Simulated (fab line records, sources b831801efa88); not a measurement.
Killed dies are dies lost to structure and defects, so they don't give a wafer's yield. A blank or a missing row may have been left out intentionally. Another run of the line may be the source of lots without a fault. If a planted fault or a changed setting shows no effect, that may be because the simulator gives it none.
The tool behind it: which one? + flow sky130 + 72 wafers from 24 lots sampled at 6 of the route's 708 steps

WHAT THE GAUGES SHOWED, per wafer
SKY_VIA4_OVL_MEAS_11.
| lot  | measured     | on         | VIA4_OVL (nm)  |
|------|--------------|------------|----------------|
| L074 | day 42 12:22 | overlay-01 | 0.4 3.3 2.3    |
| L075 | day 43 02:47 | overlay-01 | -0.8 -0.7 -1.1 |
| L076 | day 43 19:00 | overlay-01 | 0.6 -0.3 0.8   |
| L077 | day 44 03:19 | overlay-01 | 0.6 1.6 0.7    |
| L079 | day 44 07:12 | overlay-02 | 3.7 3.8 2.7    |
| L078 | day 44 13:02 | overlay-01 | 1.1 3.7 3.1    |
| L080 | day 44 16:58 | overlay-02 | 3.6 2.9 3.5    |
| L081 | day 45 04:25 | overlay-02 | 3.2 0.9 4.9    |
| L082 | day 45 04:44 | overlay-01 | 2.3 2.0 1.1    |
| L083 | day 45 06:43 | overlay-01 | 2.6 1.3 1.5    |
| L084 | day 45 14:34 | overlay-01 | 1.1 0.3 1.7    |
| L085 | day 45 23:02 | overlay-01 | 3.0 1.4 0.7    |
| L086 | day 46 04:25 | overlay-02 | 0.7 -0.4 1.2   |
| L087 | day 46 11:13 | overlay-02 | 2.8 1.9 2.1    |
| L089 | day 46 17:05 | overlay-02 | 0.0 2.9 1.9    |
| L088 | day 46 22:09 | overlay-02 | 3.9 1.5 2.0    |
| L090 | day 47 04:34 | overlay-02 | 0.0 0.6 0.7    |
| L091 | day 47 10:30 | overlay-02 | 1.0 1.2 -0.1   |
| L092 | day 47 12:34 | overlay-02 | 4.1 2.5 2.5    |
| L093 | day 47 19:59 | overlay-01 | -0.9 0.1 -0.9  |
| L094 | day 48 04:17 | overlay-02 | 2.4 2.4 1.8    |
| L095 | day 48 04:55 | overlay-01 | 0.4 -0.2 0.1   |
| L096 | day 48 07:32 | overlay-02 | 1.2 -0.1 2.8   |
| L097 | day 48 15:21 | overlay-01 | 0.2 -0.1 0.7   |

SKY_PASSIVATION_THK_MEAS_01.
| lot  | measured     | on            | PASSIVATION_CVD_00_THK (nm) |
|------|--------------|---------------|-----------------------------|
| L074 | day 43 14:40 | film_metro-04 | 88.7 89.8 89.9              |
| L075 | day 44 04:13 | film_metro-03 | 88.9 89.3 89.3              |
| L076 | day 44 20:35 | film_metro-04 | 90.2 90.4 92.0              |
| L077 | day 45 03:16 | film_metro-03 | 88.5 90.4 88.8              |
| L079 | day 45 07:55 | film_metro-01 | 89.8 89.4 90.0              |
| L078 | day 45 13:28 | film_metro-01 | 89.7 90.3 91.9              |
| L080 | day 45 15:51 | film_metro-01 | 89.9 90.8 90.5              |
| L081 | day 46 03:26 | film_metro-01 | 88.9 89.6 90.0              |
| L082 | day 46 04:29 | film_metro-01 | 90.3 91.1 90.7              |
| L083 | day 46 06:09 | film_metro-03 | 89.5 90.9 90.3              |
| L084 | day 46 13:43 | film_metro-04 | 88.6 90.8 90.5              |
| L085 | day 46 22:48 | film_metro-03 | 90.0 88.2 90.2              |
| L086 | day 47 04:07 | film_metro-01 | 90.2 91.0 90.5              |
| L087 | day 47 09:40 | film_metro-04 | 89.0 90.5 89.7              |
| L089 | day 47 15:27 | film_metro-03 | 88.9 91.1 91.4              |
| L088 | day 47 20:02 | film_metro-01 | 89.8 89.9 88.9              |
| L090 | day 48 02:44 | film_metro-01 | 88.2 89.5 91.7              |
| L091 | day 48 08:16 | film_metro-03 | 88.6 88.4 90.9              |
| L092 | day 48 10:10 | film_metro-04 | 88.8 90.6 90.6              |
| L093 | day 48 17:23 | film_metro-01 | 88.7 89.6 89.7              |
| L094 | day 49 01:02 | film_metro-03 | 88.9 90.6 89.8              |
| L095 | day 49 01:46 | film_metro-03 | 88.7 91.1 91.1              |
| L096 | day 49 04:14 | film_metro-04 | 89.6 89.1 90.3              |
| L097 | day 49 11:40 | film_metro-04 | 89.8 90.4 91.6              |

SKY_PASSIVATION_THK_MEAS_03.
| lot  | measured     | on            | PASSIVATION_CVD_02_THK (nm) |
|------|--------------|---------------|-----------------------------|
| L074 | day 43 14:57 | film_metro-03 | 538 545 541                 |
| L075 | day 44 04:29 | film_metro-01 | 534 542 539                 |
| L076 | day 44 20:53 | film_metro-01 | 525 525 528                 |
| L077 | day 45 03:40 | film_metro-01 | 536 536 540                 |
| L079 | day 45 08:11 | film_metro-03 | 536 529 535                 |
| L078 | day 45 13:45 | film_metro-03 | 529 530 532                 |
| L080 | day 45 16:08 | film_metro-01 | 532 542 547                 |
| L081 | day 46 03:44 | film_metro-01 | 536 538 543                 |
| L082 | day 46 04:46 | film_metro-01 | 532 537 534                 |
| L083 | day 46 06:26 | film_metro-04 | 533 536 536                 |
| L084 | day 46 14:01 | film_metro-01 | 533 547 545                 |
| L085 | day 46 23:12 | film_metro-04 | 533 537 545                 |
| L086 | day 47 04:23 | film_metro-04 | 535 542 546                 |
| L087 | day 47 09:58 | film_metro-01 | 538 537 547                 |
| L089 | day 47 15:44 | film_metro-04 | 534 537 531                 |
| L088 | day 47 20:19 | film_metro-03 | 541 544 547                 |
| L090 | day 48 03:01 | film_metro-04 | 543 536 545                 |
| L091 | day 48 08:40 | film_metro-04 | 535 540 545                 |
| L092 | day 48 10:26 | film_metro-01 | 532 538 537                 |
| L093 | day 48 17:40 | film_metro-01 | 530 544 539                 |
| L094 | day 49 01:19 | film_metro-01 | 536 546 548                 |
| L095 | day 49 02:02 | film_metro-01 | 539 545 548                 |
| L096 | day 49 04:32 | film_metro-01 | 532 537 539                 |
| L097 | day 49 11:58 | film_metro-01 | 532 544 533                 |

WHAT TOOL EACH LOT RAN ON (gives the tool, then ch and the chambers of the sampled wafers, and finally the start)
| lot  | SKY_VIA3_CVD_21               | SKY_METAL5_SPUTTER_00        | SKY_METAL5_SPUTTER_03        |
|------|-------------------------------|------------------------------|------------------------------|
| L074 | cvd_w-01 ch 0,1, day 39 10:10 | pvd_sputter-02, day 42 14:03 | pvd_sputter-02, day 42 14:09 |
| L075 | cvd_w-01 ch 0,1, day 40 00:18 | pvd_sputter-02, day 43 04:10 | pvd_sputter-02, day 43 04:16 |
| L076 | cvd_w-02 ch 0,1, day 40 18:25 | pvd_sputter-03, day 43 20:24 | pvd_sputter-03, day 43 20:29 |
| L077 | cvd_w-02 ch 1, day 41 01:37   | pvd_sputter-02, day 44 04:42 | pvd_sputter-02, day 44 04:47 |
| L079 | cvd_w-02 ch 0,1, day 41 06:39 | pvd_sputter-02, day 44 08:34 | pvd_sputter-02, day 44 08:40 |
| L078 | cvd_w-02 ch 0,1, day 41 12:46 | pvd_sputter-03, day 44 14:28 | pvd_sputter-03, day 44 14:34 |
| L080 | cvd_w-01 ch 0,1, day 41 17:22 | pvd_sputter-04, day 44 18:21 | pvd_sputter-04, day 44 18:26 |
| L081 | cvd_w-02 ch 0, day 42 05:04   | pvd_sputter-02, day 45 05:49 | pvd_sputter-02, day 45 05:55 |
| L082 | cvd_w-01 ch 0,1, day 42 06:00 | pvd_sputter-04, day 45 06:07 | pvd_sputter-04, day 45 06:13 |
| L083 | cvd_w-01 ch 0,1, day 42 07:34 | pvd_sputter-03, day 45 08:06 | pvd_sputter-03, day 45 08:12 |
| L084 | cvd_w-01 ch 0, day 42 17:32   | pvd_sputter-04, day 45 15:59 | pvd_sputter-04, day 45 16:05 |
| L085 | cvd_w-01 ch 0,1, day 43 02:29 | pvd_sputter-02, day 46 00:25 | pvd_sputter-02, day 46 00:31 |
| L086 | cvd_w-01 ch 0,1, day 43 08:22 | pvd_sputter-04, day 46 06:25 | pvd_sputter-04, day 46 06:31 |
| L087 | cvd_w-02 ch 1, day 43 15:58   | pvd_sputter-02, day 46 12:36 | pvd_sputter-02, day 46 12:42 |
| L089 | cvd_w-02 ch 0,1, day 43 22:27 | pvd_sputter-02, day 46 18:29 | pvd_sputter-02, day 46 18:35 |
| L088 | cvd_w-02 ch 0,1, day 44 01:41 | pvd_sputter-02, day 46 23:33 | pvd_sputter-02, day 46 23:39 |
| L090 | cvd_w-01 ch 0,1, day 44 10:25 | pvd_sputter-04, day 47 06:00 | pvd_sputter-04, day 47 06:06 |
| L091 | cvd_w-02 ch 0,1, day 44 16:10 | pvd_sputter-03, day 47 11:54 | pvd_sputter-03, day 47 12:00 |
| L092 | cvd_w-01 ch 0,1, day 44 19:22 | pvd_sputter-02, day 47 13:58 | pvd_sputter-02, day 47 14:04 |
| L093 | cvd_w-01 ch 0,1, day 45 02:59 | pvd_sputter-02, day 47 21:23 | pvd_sputter-02, day 47 21:28 |
| L094 | cvd_w-02 ch 0,1, day 45 11:56 | pvd_sputter-04, day 48 05:43 | pvd_sputter-04, day 48 05:49 |
| L095 | cvd_w-02 ch 0,1, day 45 12:10 | pvd_sputter-02, day 48 06:19 | pvd_sputter-02, day 48 06:25 |
| L096 | cvd_w-01 ch 0,1, day 45 15:50 | pvd_sputter-02, day 48 09:17 | pvd_sputter-02, day 48 09:23 |
| L097 | cvd_w-02 ch 0,1, day 46 01:04 | pvd_sputter-02, day 48 16:47 | pvd_sputter-02, day 48 16:53 |
- SKY_VIA3_CVD_21: deposits W, target thk 390 nm, time 117.31 s.
- SKY_METAL5_SPUTTER_00: material Ti, target thk 15 nm, time 10 s.
- SKY_METAL5_SPUTTER_03: material Ti, target thk 5 nm, time 3.3 s.

AS READ BY THE TOOLS THEMSELVES (means over the sampled wafers that have a number; for cases with no such wafer, the mark the record gives instead)
SKY_VIA3_CVD_21.
| lot  | tool     | heater_power_w (W) |
|------|----------|--------------------|
| L074 | cvd_w-01 | 847                |
| L075 | cvd_w-01 | 837                |
| L076 | cvd_w-02 | 897                |
| L077 | cvd_w-02 | 835                |
| L079 | cvd_w-02 | 924                |
| L078 | cvd_w-02 | 911                |
| L080 | cvd_w-01 | 894                |
| L081 | cvd_w-02 | 966                |
| L082 | cvd_w-01 | 845                |
| L083 | cvd_w-01 | 831                |
| L084 | cvd_w-01 | 791                |
| L085 | cvd_w-01 | 840                |
| L086 | cvd_w-01 | 896                |
| L087 | cvd_w-02 | 844                |
| L089 | cvd_w-02 | 886                |
| L088 | cvd_w-02 | 889                |
| L090 | cvd_w-01 | 907                |
| L091 | cvd_w-02 | 899                |
| L092 | cvd_w-01 | 895                |
| L093 | cvd_w-01 | 851                |
| L094 | cvd_w-02 | 931                |
| L095 | cvd_w-02 | 919                |
| L096 | cvd_w-01 | 858                |
| L097 | cvd_w-02 | 900                |

SKY_METAL5_SPUTTER_00.
| lot  | tool           | throttle_valve_pct (%) |
|------|----------------|------------------------|
| L074 | pvd_sputter-02 | 30.2                   |
| L075 | pvd_sputter-02 | 30.3                   |
| L076 | pvd_sputter-03 | 29.2                   |
| L077 | pvd_sputter-02 | 30.5                   |
| L079 | pvd_sputter-02 | 30.4                   |
| L078 | pvd_sputter-03 | 28.7                   |
| L080 | pvd_sputter-04 | 30.1                   |
| L081 | pvd_sputter-02 | 30.0                   |
| L082 | pvd_sputter-04 | 30.9                   |
| L083 | pvd_sputter-03 | 29.8                   |
| L084 | pvd_sputter-04 | 30.6                   |
| L085 | pvd_sputter-02 | 30.8                   |
| L086 | pvd_sputter-04 | 31.2                   |
| L087 | pvd_sputter-02 | 30.5                   |
| L089 | pvd_sputter-02 | 30.5                   |
| L088 | pvd_sputter-02 | 30.8                   |
| L090 | pvd_sputter-04 | 30.4                   |
| L091 | pvd_sputter-03 | 29.9                   |
| L092 | pvd_sputter-02 | 30.6                   |
| L093 | pvd_sputter-02 | 30.9                   |
| L094 | pvd_sputter-04 | 30.8                   |
| L095 | pvd_sputter-02 | 30.8                   |
| L096 | pvd_sputter-02 | 30.8                   |
| L097 | pvd_sputter-02 | 30.3                   |

SKY_METAL5_SPUTTER_03.
| lot  | tool           | throttle_valve_pct (%) |
|------|----------------|------------------------|
| L074 | pvd_sputter-02 | 30.2                   |
| L075 | pvd_sputter-02 | 30.2                   |
| L076 | pvd_sputter-03 | 29.2                   |
| L077 | pvd_sputter-02 | 30.5                   |
| L079 | pvd_sputter-02 | 30.3                   |
| L078 | pvd_sputter-03 | 28.8                   |
| L080 | pvd_sputter-04 | 30.2                   |
| L081 | pvd_sputter-02 | 30.1                   |
| L082 | pvd_sputter-04 | 30.8                   |
| L083 | pvd_sputter-03 | 29.9                   |
| L084 | pvd_sputter-04 | 30.6                   |
| L085 | pvd_sputter-02 | 30.9                   |
| L086 | pvd_sputter-04 | 31.2                   |
| L087 | pvd_sputter-02 | 30.5                   |
| L089 | pvd_sputter-02 | 30.5                   |
| L088 | pvd_sputter-02 | 30.7                   |
| L090 | pvd_sputter-04 | 30.3                   |
| L091 | pvd_sputter-03 | 29.8                   |
| L092 | pvd_sputter-02 | 30.4                   |
| L093 | pvd_sputter-02 | 30.7                   |
| L094 | pvd_sputter-04 | 30.8                   |
| L095 | pvd_sputter-02 | 30.8                   |
| L096 | pvd_sputter-02 | 30.8                   |
| L097 | pvd_sputter-02 | 30.4                   |

THE ANSWER, worked out from the rows above alone
Rule: usual is defined by the lots themselves. Put in order of their means at a reading, lots are off if they are a third of the lots or fewer, leave a main group of 4 or more, and stand apart from it by a gap of 3 or more times the standard deviation of the main group's means; of several such gaps the widest counts. The tables above print the reading to a certain number of digits; a main group whose means all agree to those digits is not used. A lot without any number at a reading at which 4 lots or more have one is off too. Any other lot the step has rows for is counted as sound. First the gauges in route order, then the tools' own readings, where a lot's mean is used as printed above. At the first step where some lot is off, the reading lying furthest off is the one used; lots without a number count as furthest.
No lot is off on any of the readings shown, so nothing can be concluded from this.

WHAT THE SIMULATOR HAD INSERTED
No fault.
